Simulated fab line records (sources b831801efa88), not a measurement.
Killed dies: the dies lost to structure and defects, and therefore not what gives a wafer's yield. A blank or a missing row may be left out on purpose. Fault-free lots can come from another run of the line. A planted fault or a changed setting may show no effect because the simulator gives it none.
fab line records	flow sky130
[record] lots = 6	wafers = 18	last_day = 50
route steps=708 shown FIELD_ISO@1 NWELL@32 PAD_OPEN@708
lots with no fault: from the same line, run without faults
start_h: hours from the record's first day to the start of the lot's first wafer shown	wait_h: hours from the lot's prior step to this one	" the same as in the row above	L1.1+2: one row covering several wafers at once	- value missing, or start not given	* or withheld: withheld	< > ~ a bound
route shown NAME@n: NAME is a module with steps in the file, n the number in the route of the first one	usual: average and standard deviation across the fault-free wafers	same: alike in all rows	chamber/n: place in a boat	sites: each site's reading	_std_site: their standard deviation	_edge_site: outer sites' mean less inner sites'	radius_mm: for every site, how far away it sits from the centre of the wafer	mask NAME#n: copy n	behind: the tool/chamber that last shaped the wafer	hold: why the lot went on hold/how many hours it stayed there/how the hold came to an end	device: the transistor (n, p or np) that didn't switch	end of line: the same wafers' tests at the end of the route	a step without rows: its recipe alone	killed: the dies lost at the first sort to structure and to defects; this is not the yield of the wafer	map: per-die view of a wafer (x killed, . not killed, _ where there is no die)
set.NAME: setting as actually run; set.NAME@STEP: the setting as run at that earlier step	model.NAME: the simulator's own value behind a step, which no gauge read
certain route steps with their lots: each step a table, each wafer a row
services: from which hour (start_h, from the record's first day; less than 0 if before it) a tool's chamber was out of use, for how many hours, and why
[[steps]]
[step SKY_FIELD_ISO_BOW_MEAS_00]
[recipe] mode = bow
[usual] INCOMING_BOW = 0/6.4
lot.wafer	tool	chamber	start_h	wait_h	INCOMING_BOW[um]
L109.2	film_metro-02	-	20.02	-	-1
L109.5	"	-	"	"	5
L109.6	"	-	"	"	-5
L113.1	film_metro-02	-	40.00	-	11
L113.4	"	-	"	"	0
L113.5	"	-	"	"	3
L114.1	film_metro-04	-	45.00	-	-8
L114.3	"	-	"	"	-4
L114.4	"	-	"	"	6
L115.1	film_metro-04	-	50.00	-	6
L115.4	"	-	"	"	11
L115.5	"	-	"	"	6
L127.2	film_metro-03	-	110.02	-	3
L127.4	"	-	"	"	-13
L127.5	"	-	"	"	1
L128.2	film_metro-04	-	115.02	-	10
L128.3	"	-	"	"	8
L128.6	"	-	"	"	-4
[step SKY_FIELD_ISO_OXIDATION_01]
[recipe] temp_c = 900	ambient = O2	stabilise_s = 600	purge_s = 300	target_thk_a = 120	ox_time_s = 1843
[step SKY_FIELD_ISO_THK_MEAS_02]
[recipe] reads = SiO2_of_FIELD_ISO_OXIDATION_01
[usual] FIELD_ISO_OXIDATION_00_THK = 12.09/0.25
lot.wafer	tool	chamber	start_h	wait_h	FIELD_ISO_OXIDATION_00_THK[nm]
L109.2	film_metro-04	-	21.64	0.0	12.13
L109.5	"	-	"	"	12.03
L109.6	"	-	"	"	12.06
L113.1	film_metro-03	-	43.73	0.0	12.62
L113.4	"	-	"	"	12.50
L113.5	"	-	"	"	12.53
L114.1	film_metro-03	-	46.79	0.0	12.03
L114.3	"	-	"	"	11.97
L114.4	"	-	"	"	11.95
L115.1	film_metro-04	-	51.92	0.0	12.01
L115.4	"	-	"	"	12.08
L115.5	"	-	"	"	12.33
L127.2	film_metro-03	-	112.58	0.0	12.25
L127.4	"	-	"	"	12.05
L127.5	"	-	"	"	12.26
L128.2	film_metro-03	-	119.11	0.0	11.56
L128.3	"	-	"	"	11.99
L128.6	"	-	"	"	12.02
[step SKY_FIELD_ISO_CVD_03]
[recipe] material = Si3N4	precursor = DCS/NH3	target_thk_nm = 165	temp_c = 770	time_s = 2830	pressure_mtorr = 250
[same] time_s = 2830
lot.wafer	tool	chamber	start_h	wait_h
L109.2+5+6	lpcvd-02	0	23.96	2.3
L113.1+4+5	lpcvd-02	1	43.79	0.1
L114.1+3+4	lpcvd-02	1	48.95	2.2
L115.1+4+5	lpcvd-02	1	51.98	0.1
L127.2+4+5	lpcvd-02	1	112.63	0.0
L128.2+3+6	lpcvd-02	1	119.16	0.0
[step SKY_FIELD_ISO_THK_MEAS_04]
[recipe] reads = Si3N4_of_FIELD_ISO_CVD_03
[usual] FIELD_ISO_CVD_03_THK = 164.5/1.5
lot.wafer	tool	chamber	start_h	wait_h	FIELD_ISO_CVD_03_THK[nm]
L109.2	film_metro-04	-	25.75	0.0	162.7
L109.5	"	-	"	"	162.9
L109.6	"	-	"	"	163.5
L113.1	film_metro-03	-	45.57	0.0	165.6
L113.4	"	-	"	"	163.7
L113.5	"	-	"	"	165.9
L114.1	film_metro-03	-	50.74	0.0	161.6
L114.3	"	-	"	"	161.8
L114.4	"	-	"	"	161.6
L115.1	film_metro-04	-	53.77	0.0	165.2
L115.4	"	-	"	"	164.7
L115.5	"	-	"	"	164.5
L127.2	film_metro-02	-	114.43	0.0	164.0
L127.4	"	-	"	"	165.1
L127.5	"	-	"	"	165.8
L128.2	film_metro-03	-	120.95	0.0	162.3
L128.3	"	-	"	"	163.4
L128.6	"	-	"	"	164.0
[step SKY_FIELD_ISO_DEHYDRATE_05]
[recipe] temp_c = 200	time_s = 60
[step SKY_FIELD_ISO_HMDS_06]
[recipe] prime_time_s = 60	prime_temp_c = 120
[step SKY_FIELD_ISO_COAT_07]
[recipe] resist = BARC	temp_c = withheld	time_s = withheld	spin_rpm = 3000	resist_thk_nm = 60
[step SKY_FIELD_ISO_COAT_08]
[recipe] resist = KrF-thick	spin_rpm = 3000	resist_thk_nm = 450
[step SKY_FIELD_ISO_SOFTBAKE_09]
[recipe] temp_c = 100	time_s = 90	resist = KrF-thick
[step SKY_FIELD_ISO_EXPOSE_10]
[recipe] mask_id = FOM	na = 0.68	source_shape = annular	sigma_inner = 0.4	sigma_outer = 0.8	target_cd_nm = 150	dose_mj = 28
[step SKY_FIELD_ISO_PEB_11]
[recipe] peb_temp_c = withheld	peb_time_s = withheld	resist = KrF-thick
[step SKY_FIELD_ISO_DEVELOP_12]
[recipe] develop_time_s = 60	resist = KrF-thick	dev_temp_c = 21
[step SKY_FIELD_ISO_CD_MEAS_13]
[recipe] target_cd_nm = 150
[usual] cd_nm = 150.1/1.6
lot.wafer	tool	chamber	start_h	wait_h	cd_nm
L109.2	cd_sem-02	-	40.49	-	152.0
L109.5	"	-	"	"	153.1
L109.6	"	-	"	"	149.7
L113.1	cd_sem-01	-	61.23	-	152.2
L113.4	"	-	"	"	149.4
L113.5	"	-	"	"	151.0
L114.1	cd_sem-02	-	67.23	-	149.1
L114.3	"	-	"	"	148.2
L114.4	"	-	"	"	150.9
L115.1	cd_sem-02	-	70.07	-	148.3
L115.4	"	-	"	"	148.7
L115.5	"	-	"	"	149.0
L127.2	cd_sem-01	-	133.13	-	152.8
L127.4	"	-	"	"	151.8
L127.5	"	-	"	"	151.1
L128.2	cd_sem-02	-	139.25	-	150.2
L128.3	"	-	"	"	150.4
L128.6	"	-	"	"	151.1
[step SKY_FIELD_ISO_ETCH_14]
[recipe] chemistry = N2/H2	target = BARC	ion_energy_ev = 200	source_w = 500	bias_w = 100	pressure_mtorr = 30	n2_flow_sccm = 100	h2_flow_sccm = 200	stop_on = SiO2	time_s = 45.9	target_depth_a = 600
[usual] drypump_motor_current_A = 5.6/0.56	oes_product_au = 0.855/0.0046	throttle_valve_pct = 13.225/0.0092
[same] time_s = 45.9
lot.wafer	tool	chamber	start_h	wait_h	drypump_motor_current_A	oes_product_au	rf_hours_counter_h	throttle_valve_pct
L109.2	rie_diel-02	1	40.59	0.1	5.0	0.861	9	13.228
L109.5	"	2	"	"	5.2	0.857	-	13.228
L109.6	"	1	"	"	5.0	0.856	-	13.228
L113.1	rie_diel-02	2	61.35	0.1	5.2	0.858	36	13.231
L113.4	"	1	"	"	5.0	0.858	9	13.221
L113.5	"	0	"	"	5.0	0.859	-	13.218
L114.1	rie_diel-03	2	67.35	0.1	5.0	0.860	108	13.217
L114.3	"	0	"	"	5.6	0.853	171	13.210
L114.4	"	0	"	"	5.6	0.855	-	13.232
L115.1	rie_diel-03	1	70.19	0.1	5.3	0.863	81	13.232
L115.4	"	0	"	"	5.6	0.852	-	13.235
L115.5	"	2	"	"	5.1	0.853	-	13.234
L127.2	rie_diel-03	3	133.23	0.1	6.7	0.854	1	13.212
L127.4	"	2	"	"	5.1	0.850	110	13.215
L127.5	"	1	"	"	5.3	0.854	-	13.222
L128.2	rie_diel-03	2	139.35	0.1	5.1	0.852	110	13.200
L128.3	"	1	"	"	5.3	0.844	83	13.215
L128.6	"	3	"	"	6.7	0.851	-	13.238
[step SKY_FIELD_ISO_ETCH_15]
[recipe] chemistry = CHF3/O2	target_depth_nm = 180	stop_on = Si	source_w = 600	bias_w = 200	pressure_mtorr = 40	chf3_flow_sccm = 50	O2_flow_sccm = 5	time_s = 72
[usual] drypump_motor_current_A = 5.6/0.56	oes_product_au = 0.945/0.0071	throttle_valve_pct = 8.844/0.01
[same] time_s = 72
lot.wafer	tool	chamber	start_h	wait_h	drypump_motor_current_A	oes_product_au	rf_hours_counter_h	throttle_valve_pct
L109.2	rie_diel-02	1	40.64	0.0	5.0	0.934	9	8.829
L109.5	"	2	"	"	5.1	0.935	-	8.848
L109.6	"	1	"	"	5.0	0.938	-	8.841
L113.1	rie_diel-02	2	61.39	0.0	5.2	0.945	36	8.852
L113.4	"	1	"	"	5.0	0.936	9	8.845
L113.5	"	0	"	"	5.0	0.956	-	8.859
L114.1	rie_diel-03	2	67.39	0.0	5.0	0.936	108	8.849
L114.3	"	0	"	"	5.6	0.942	171	8.827
L114.4	"	0	"	"	5.6	0.940	-	8.825
L115.1	rie_diel-03	1	70.24	0.0	5.3	0.947	81	8.833
L115.4	"	0	"	"	5.6	0.956	-	8.832
L115.5	"	2	"	"	5.1	0.937	-	8.838
L127.2	rie_diel-03	3	133.27	0.0	6.7	0.941	1	8.858
L127.4	"	2	"	"	5.1	0.945	110	8.850
L127.5	"	1	"	"	5.3	0.943	-	8.841
L128.2	rie_diel-03	2	139.39	0.0	5.0	0.938	110	8.839
L128.3	"	1	"	"	5.3	0.941	83	8.848
L128.6	"	3	"	"	6.7	0.934	-	8.834
[step SKY_FIELD_ISO_STRIP_16]
[recipe] chemistry = O2/N2	power_w = 1400	pressure_mtorr = 1500	platen_temp_c = withheld	o2_flow_sccm = 3000	n2_flow_sccm = 300	overash_fraction = 0.5
[usual] drypump_motor_current_A = 5.54/0.24	oes_product_au = 0.378/0.0049	strip_time_to_endpoint_s = 3.550/0.024
lot.wafer	tool	chamber	start_h	wait_h	drypump_motor_current_A	oes_product_au	rf_hours_counter_h	strip_time_to_endpoint_s
L109.2	plasma_asher-01	1	40.69	0.0	5.85	0.382	35	3.529
L109.5	"	1	"	"	5.86	0.381	-	3.533
L109.6	"	0	"	"	6.04	0.385	-	3.526
L113.1	plasma_asher-03	1	61.45	0.0	5.55	0.383	38	3.556
L113.4	"	0	"	"	5.37	0.382	-	3.552
L113.5	"	1	"	"	5.56	0.371	-	3.550
L114.1	plasma_asher-03	1	67.45	0.0	5.57	0.383	39	3.559
L114.3	"	1	"	"	5.58	0.380	-	3.562
L114.4	"	0	"	"	5.37	0.380	-	3.545
L115.1	plasma_asher-02	0	70.29	0.0	5.32	0.378	40	3.561
L115.4	"	1	"	"	5.37	0.382	-	3.528
L115.5	"	1	"	"	5.34	0.381	-	3.576
L127.2	plasma_asher-02	0	133.33	0.0	5.31	0.374	44	3.567
L127.4	"	1	"	"	5.35	0.368	-	3.561
L127.5	"	0	"	"	5.31	0.377	-	3.538
L128.2	plasma_asher-03	0	139.45	0.0	5.33	0.373	47	3.554
L128.3	"	0	"	"	5.34	0.380	-	3.541
L128.6	"	1	"	"	5.59	0.380	-	3.562
[step SKY_FIELD_ISO_ETCH_17]
[recipe] target_depth_a = 3420	mask_material = Si3N4	chemistry = HBr/Cl2/O2	target = Si	taper_deg = 5	icp_w = 600	bias_w = 150	pressure_mtorr = 15	HBr_flow_sccm = 150	Cl2_flow_sccm = 40	O2_flow_sccm = 6	time_s = 97.7
[usual] drypump_motor_current_A = 5.49/0.24	oes_product_au = 1.003/0.0083	throttle_valve_pct = 25.655/0.01
[same] time_s = 97.7
lot.wafer	tool	chamber	start_h	wait_h	drypump_motor_current_A	oes_product_au	rf_hours_counter_h	throttle_valve_pct
L109.2	rie_si-02	0	40.79	0.1	5.43	0.988	43	25.681
L109.5	"	3	"	"	5.41	1.004	-	25.655
L109.6	"	2	"	"	5.48	0.999	-	25.651
L113.1	rie_si-01	0	61.55	0.1	5.60	0.994	105	25.648
L113.4	"	1	"	"	5.44	1.012	-	25.674
L113.5	"	2	"	"	6.27	1.017	-	25.650
L114.1	rie_si-01	1	67.55	0.1	5.46	0.993	31	25.673
L114.3	"	0	"	"	5.67	0.998	105	25.652
L114.4	"	3	"	"	5.16	1.017	98	25.656
L115.1	rie_si-02	1	70.39	0.1	5.38	1.010	3	25.639
L115.4	"	2	"	"	5.46	1.014	2	25.635
L115.5	"	2	"	"	5.46	1.011	-	25.647
L127.2	rie_si-02	0	133.43	0.1	5.44	0.989	43	25.667
L127.4	"	2	"	"	5.49	1.008	3	25.643
L127.5	"	0	"	"	5.42	1.003	-	25.655
L128.2	rie_si-02	3	139.55	0.1	5.43	0.997	36	25.663
L128.3	"	0	"	"	5.44	0.988	43	25.668
L128.6	"	0	"	"	5.44	0.989	-	25.671
[step SKY_FIELD_ISO_WET_ETCH_18]
[recipe] chemistry = H3PO4	target_depth_nm = 25	temp_c = 160	target = Si3N4	time_s = 286
[step SKY_FIELD_ISO_CLEAN_19]
[recipe] chemistry = SC1/SC2	mix = 1:4:20	temp_c = 70	time_s = 150
[step SKY_FIELD_ISO_CLEAN_20]
[recipe] chemistry = dHF	time_s = 20	dilution = 100:1
[step SKY_FIELD_ISO_WET_ETCH_21]
[recipe] chemistry = dHF	dilution = 100:1	target_depth_nm = 20	dry = ipa_marangoni	target = SiO2	temp_c = 25	time_s = 400
[step SKY_FIELD_ISO_OXIDATION_22]
[recipe] temp_c = 950	ambient = O2	stabilise_s = 600	purge_s = 300	target_thk_a = 100	ox_time_s = 623
[step SKY_FIELD_ISO_THK_MEAS_23]
[recipe] reads = SiO2_of_FIELD_ISO_OXIDATION_22
[usual] FIELD_ISO_OXIDATION_01_THK = 10.08/0.2
lot.wafer	tool	chamber	start_h	wait_h	FIELD_ISO_OXIDATION_01_THK[nm]
L109.2	film_metro-03	-	44.91	0.0	10.08
L109.5	"	-	"	"	9.91
L109.6	"	-	"	"	10.04
L113.1	film_metro-04	-	63.98	0.0	10.07
L113.4	"	-	"	"	10.14
L113.5	"	-	"	"	9.95
L114.1	film_metro-02	-	69.07	0.0	10.48
L114.3	"	-	"	"	10.58
L114.4	"	-	"	"	10.60
L115.1	film_metro-03	-	71.93	0.0	10.43
L115.4	"	-	"	"	10.46
L115.5	"	-	"	"	10.28
L127.2	film_metro-02	-	134.95	0.0	10.03
L127.4	"	-	"	"	10.03
L127.5	"	-	"	"	10.16
L128.2	film_metro-04	-	141.08	0.0	10.15
L128.3	"	-	"	"	10.23
L128.6	"	-	"	"	10.20
[step SKY_FIELD_ISO_CVD_24]
[recipe] material = SiO2	target_thk_nm = 595	temp_c = 650	sigma_open_frac = 0.3	time_s = 99.2	sih4_flow_sccm = 60	pressure_mtorr = 6
[step SKY_FIELD_ISO_THK_MEAS_25]
[recipe] reads = SiO2_of_FIELD_ISO_CVD_24
[usual] FIELD_ISO_CVD_24_THK = 594/5.3
lot.wafer	tool	chamber	start_h	wait_h	FIELD_ISO_CVD_24_THK[nm]
L109.2	film_metro-02	-	45.08	0.1	598
L109.5	"	-	"	"	595
L109.6	"	-	"	"	606
L113.1	film_metro-02	-	64.12	0.0	587
L113.4	"	-	"	"	581
L113.5	"	-	"	"	594
L114.1	film_metro-04	-	69.20	0.0	600
L114.3	"	-	"	"	599
L114.4	"	-	"	"	599
L115.1	film_metro-02	-	72.06	0.0	594
L115.4	"	-	"	"	595
L115.5	"	-	"	"	590
L127.2	film_metro-02	-	135.09	0.0	598
L127.4	"	-	"	"	597
L127.5	"	-	"	"	598
L128.2	film_metro-02	-	141.21	0.0	587
L128.3	"	-	"	"	599
L128.6	"	-	"	"	589
[step SKY_FIELD_ISO_ANNEAL_26]
[recipe] temp_c = 1000	time_s = 1800	ambient = N2
[step SKY_FIELD_ISO_CMP_27]
[recipe] stop_on = Si3N4	t_overpolish_s = 16	down_force_psi = 4	platen_rpm = 60	target_thk_nm = 457.8	pad_velocity_m_s = 0.94248
[usual] motor_current_A = 12.2/0.93	overpolish_run_s = 16.000/0.0088	time_to_endpoint_s = 113/4.1
lot.wafer	tool	chamber	start_h	wait_h	motor_current_A	overpolish_run_s	time_to_endpoint_s
L109.2	cmp-02	0	47.67	0.1	10.7	15.992	109
L109.5	"	2	"	"	13.2	16.003	108
L109.6	"	3	"	"	12.0	16.013	114
L113.1	cmp-01	2	65.73	0.1	10.5	15.997	110
L113.4	"	0	"	"	11.6	16.005	102
L113.5	"	2	"	"	11.3	16.004	112
L114.1	cmp-01	1	70.76	0.0	13.3	16.001	110
L114.3	"	2	"	"	11.2	16.001	117
L114.4	"	0	"	"	11.4	15.987	111
L115.1	cmp-01	1	73.62	0.0	13.1	15.993	113
L115.4	"	3	"	"	12.4	15.992	114
L115.5	"	2	"	"	11.5	15.982	113
L127.2	cmp-01	1	136.87	0.0	14.0	16.013	115
L127.4	"	0	"	"	12.3	15.998	117
L127.5	"	2	"	"	11.0	16.018	117
L128.3	cmp-01	2	143.72	0.0	10.5	16.005	118
L128.2	"	0	"	"	11.5	15.998	112
L128.6	"	3	"	"	12.1	16.000	114
[step SKY_FIELD_ISO_WET_ETCH_28]
[recipe] chemistry = dHF	target_depth_nm = 23.7	target = SiO2	dilution = 10:1	temp_c = 25	time_s = 47
[step SKY_FIELD_ISO_WET_ETCH_29]
[recipe] chemistry = H3PO4	target_depth_nm = 160	target = Si3N4	temp_c = 160	time_s = 1825
[step SKY_FIELD_ISO_WET_ETCH_30]
[recipe] chemistry = dHF	target_depth_nm = 25	target = SiO2	dilution = 10:1	temp_c = 25	time_s = 50
[step SKY_NWELL_CLEAN_00]
[recipe] chemistry = SC1/SC2	mix = 1:4:20	temp_c = 70	time_s = 150	dry = n2_spin
[step SKY_NWELL_OXIDATION_01]
[recipe] temp_c = 900	ambient = O2	stabilise_s = 600	purge_s = 300	target_thk_a = 100	ox_time_s = 1418
[step SKY_PAD_OPEN_PROBE_99]
[usual] killed_at_M0_to_M3 = 43/7.2	killed_at_M4_up = 3.0/1.7	killed_at_contacts = 24/5.3	killed_at_front_end = 15/4.6	killed_at_other = 0.3/0.5	killed_dies = 85/10	killed_open = 46/7.2	killed_short = 39/6.4
[same] gross_dies = 492	killed_at_back_side = 0
lot.wafer	tool	chamber	start_h	wait_h	killed_at_M0_to_M3	killed_at_M4_up	killed_at_contacts	killed_at_front_end	killed_at_other	killed_dies	killed_open	killed_short
L113.1	prober-02	-	1109.74	0.1	34	2	27	20	1	84	53	31
L113.4	prober-02	-	1109.89	0.2	37	3	34	18	0	92	51	41
L113.5	prober-02	-	1109.94	0.2	37	6	31	14	1	89	48	41
L114.3	prober-01	-	1115.76	0.2	34	4	22	12	0	72	35	37
L115.1	prober-02	-	1119.95	0.1	32	2	23	17	0	74	33	41
L127.2	prober-02	-	1188.35	0.1	38	2	18	54	0	112	46	28
L127.4	prober-02	-	1188.45	0.2	49	2	20	46	0	117	46	33
L127.5	prober-02	-	1188.50	0.2	49	1	22	54	0	126	51	38
L128.2	prober-01	-	1191.40	0.1	53	3	27	59	0	142	67	36
L128.3	prober-01	-	1191.45	0.2	53	4	19	64	0	140	53	51
L128.6	prober-01	-	1191.60	0.2	40	4	20	56	1	121	51	31
// killed by level:class
L113.1 CONTACT:geometric_particle:open=15 VIA1:geometric_particle:open=8 LI_CONTACT:geometric_particle:open=6 VIA3:geometric_particle:open=6 FIELD_ISO:geometric_particle:open=4 POLY_GATE:geometric_particle:open=4 POLY_GATE:geometric_particle:short=4 VIA2:geometric_particle:open=4
L113.4 CONTACT:geometric_particle:short=13 CONTACT:geometric_particle:open=13 VIA1:geometric_particle:open=8 VIA2:geometric_particle:open=8 METAL1:geometric_particle:short=7 VIA3:geometric_particle:open=6 POLY_GATE:geometric_particle:short=5 POLY_GATE:geometric_particle:open=5
L113.5 CONTACT:geometric_particle:open=12 LI_CONTACT:geometric_particle:open=11 VIA1:geometric_particle:open=11 FIELD_ISO:geometric_particle:short=6 VIA1:geometric_particle:short=6 METAL2:geometric_particle:short=6 VIA2:geometric_particle:open=5 METAL4:geometric_particle:short=4
L114.3 VIA1:geometric_particle:short=10 CONTACT:geometric_particle:open=7 LI_CONTACT:geometric_particle:open=6 LOCAL_INTERCONNECT:geometric_particle:short=6 FIELD_ISO:geometric_particle:open=5 VIA1:geometric_particle:open=5 METAL4:geometric_particle:short=4 VIA3:geometric_particle:open=4
L115.1 CONTACT:geometric_particle:open=8 METAL1:geometric_particle:short=8 VIA1:geometric_particle:open=7 LOCAL_INTERCONNECT:geometric_particle:short=5 VIA2:geometric_particle:open=5 LI_CONTACT:geometric_particle:open=4 CONTACT:geometric_particle:short=4 FIELD_ISO:geometric_particle:short=3
L127.2 FIELD_ISO:unspecified=38 VIA1:geometric_particle:open=9 CONTACT:geometric_particle:open=8 VIA3:geometric_particle:open=8 FIELD_ISO:geometric_particle:open=7 VIA1:geometric_particle:short=5 FIELD_ISO:geometric_particle:short=4 METAL2:geometric_particle:open=4
L127.4 FIELD_ISO:unspecified=38 VIA1:geometric_particle:open=10 CONTACT:geometric_particle:open=7 LI_CONTACT:geometric_particle:open=6 METAL2:geometric_particle:short=6 METAL1:geometric_particle:open=5 VIA1:geometric_particle:short=5 VIA3:geometric_particle:open=5
L127.5 FIELD_ISO:unspecified=37 VIA1:geometric_particle:open=15 CONTACT:geometric_particle:open=9 VIA3:geometric_particle:open=7 VIA1:geometric_particle:short=6 CONTACT:geometric_particle:short=6 POLY_GATE:geometric_particle:short=5 METAL1:geometric_particle:short=5
L128.2 FIELD_ISO:unspecified=39 CONTACT:geometric_particle:open=13 VIA1:geometric_particle:open=13 VIA2:geometric_particle:open=12 METAL1:geometric_particle:short=7 VIA1:geometric_particle:short=7 VIA3:geometric_particle:open=7 FIELD_ISO:geometric_particle:open=5
L128.3 FIELD_ISO:unspecified=36 VIA1:geometric_particle:open=18 FIELD_ISO:geometric_particle:short=12 VIA1:geometric_particle:short=9 VIA3:geometric_particle:open=9 CONTACT:geometric_particle:open=8 FIELD_ISO:geometric_particle:open=7 POLY_GATE:geometric_particle:short=4
L128.6 FIELD_ISO:unspecified=39 VIA1:geometric_particle:open=12 VIA2:geometric_particle:open=10 LI_CONTACT:geometric_particle:open=7 FIELD_ISO:geometric_particle:open=6 CONTACT:geometric_particle:open=6 VIA3:geometric_particle:open=4 METAL4:geometric_particle:short=4
// map L127.5 (x killed, . not)
__________x...x....._________
________........x..x.._______
______...x..x..x........_____
_____.x....x..........x..____
____........x......x......___
___x..xxx........x..x..xx..__
__.......x..x....x.....x...._
_....x......x..x..x.....x.x..
_......xxx............x.x....
_.........x..x..x.x....x...x.
_...x..x.x....xxx......x.....
_......xx.....x....x........x
_x.....xx....x.....x.......xx
_xx....x...........x...xxxx..
_..xx...xx.x..x....xxxxxxxx.x
__....x...x..........xxxxxxx_
___x.......xx..x.....xxxxxx__
____......xx.x......xxxxxx___
_____..x............xxxxx____
______......x.......xx.x_____
________............x._______
__________x..x...x.x_________
// map L128.2 (x killed, . not)
__________x.x.x....._________
________......x.x....._______
______...x.x.xxxxxx..xx._____
_____x..x............x..x____
____..xx........x.....x..x___
___.x.x......x...x.x.xx....__
__..x............xxx..xx...._
_...........x............x...
_..............x....xx.......
_.....x......x..x.x..........
_x.x..x..x..xx..xx....x.xx...
_.x.xx...x.xx.x..xx..x.....x.
_x..............x..........x.
_.x.......x........xxxxx.x.x.
_x........x..x...x...xxxxxx.x
__..x......x....x...xxxxxxx._
___....x.xx.x......xxxxxxxx__
____......x..x..xx.x.xxxxx___
_____..xx........x.x.xxxx____
______...xx..xxxx.....xx_____
________.......x......_______
__________.......x.x_________
[[services]]
tool	chamber	start_h	hours	kind
plasma_asher-02	-	15.89	1.4	repair
cmp-01	-	21.61	2.3	repair
cmp-02	-	23.79	2.9	repair
rie_diel-02	1	28.44	11.0	repair
rie_si-01	3	53.21	11.5	repair
plasma_asher-01	-	59.82	1.0	repair
cmp-02	-	64.00	4.0	pm
rie_diel-03	3	64.45	-	clean
rie_diel-03	3	64.45	18.3	scheduled_down
rie_diel-03	3	64.45	18.3	vent_cycle
cmp-02	-	75.55	1.6	repair
rie_si-01	1	79.93	7.3	repair
rie_diel-03	0	82.78	-	clean
rie_diel-03	0	82.78	22.2	scheduled_down
rie_diel-03	0	82.78	22.2	vent_cycle
plasma_asher-03	-	92.37	1.6	repair
rie_diel-02	3	105.36	15.3	repair
plasma_asher-02	-	106.92	14.6	pm
plasma_asher-01	-	108.75	9.0	pm
rie_si-01	2	124.15	3.3	repair
cmp-01	-	124.21	4.9	pm
rie_si-02	2	127.74	4.9	repair
cmp-02	-	130.14	0.6	repair
cmp-01	-	130.41	3.8	repair
[[key]]
[first_sign] step = SKY_PAD_OPEN_PROBE_99	reading = killed_at_front_end	direction = up	sigmas = 8.9	usual = 15	struck = 56
[effect] step = SKY_PAD_OPEN_PROBE_99	reading = killed_dies	direction = up	sigmas = 4.1	usual = 85	struck = 126
met_at SKY_FIELD_ISO_CVD_03
struck_wafers L127.2,L127.4,L127.5,L128.2,L128.3,L128.6
tester_left_out L127,L128
onset_between 51.98 112.63
also_fits time
[fault] kind = chamber_particle_source	tool = lpcvd-02	chamber = 1	onset_h = 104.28	steps = SKY_FIELD_ISO_CVD_03	rate_per_visit_cm2 = 0.55838	end_h = 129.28
// tester_left_out: of these lots the tester's yield and bins aren't shown, on N5 and GAA mostly nor the transistor test; their killed dies are dies lost to structure and defects alone, not to doping, threshold or leakage, so they don't give the yield
